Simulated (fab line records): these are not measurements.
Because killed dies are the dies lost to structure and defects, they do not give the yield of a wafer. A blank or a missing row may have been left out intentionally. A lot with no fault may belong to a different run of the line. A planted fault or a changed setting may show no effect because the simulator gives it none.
The tool behind it: which one? | flow sky130 | 18 wafers sampled from 6 lots at 1 step of a route of 708

WHAT THE GAUGES SHOWED, per wafer
SKY_VIA2_OVL_MEAS_13.
lot  | measured     | on         | VIA2_OVL (nm)
L793 | day 37 06:08 | overlay-02 | -8 -4 -9
L797 | day 38 18:40 | overlay-02 | -12 -13 -13
L800 | day 39 15:07 | overlay-01 | -2 -3 -1
L805 | day 40 22:37 | overlay-02 | 5 6 2
L809 | day 42 03:33 | overlay-01 | -2 -2 -2
L813 | day 43 00:35 | overlay-01 | 1 -1 3

EACH LOT AND THE TOOL THAT RAN IT (in order: tool; ch and the chambers of the sampled wafers; start)
The record shows no process step preceding these readings.

THE ANSWER, worked out from the rows above alone
Rule: what is usual is taken from the lots themselves. Put in order of their means at a reading, lots are off if they are a third of the lots or fewer, leave a main group of 4 or more, and stand apart from it by a gap of 3 or more times the standard deviation of the main group's means; of several such gaps the widest counts. A main group is skipped when, at the precision printed for the reading in the tables above, its means are all equal. A lot without any number at a reading at which 4 lots or more have one is off too. The other lots that the step has rows for count as sound.
None of the lots is off at any reading shown; this tells nothing.

WHAT HAD BEEN PUT IN BY THE SIMULATOR
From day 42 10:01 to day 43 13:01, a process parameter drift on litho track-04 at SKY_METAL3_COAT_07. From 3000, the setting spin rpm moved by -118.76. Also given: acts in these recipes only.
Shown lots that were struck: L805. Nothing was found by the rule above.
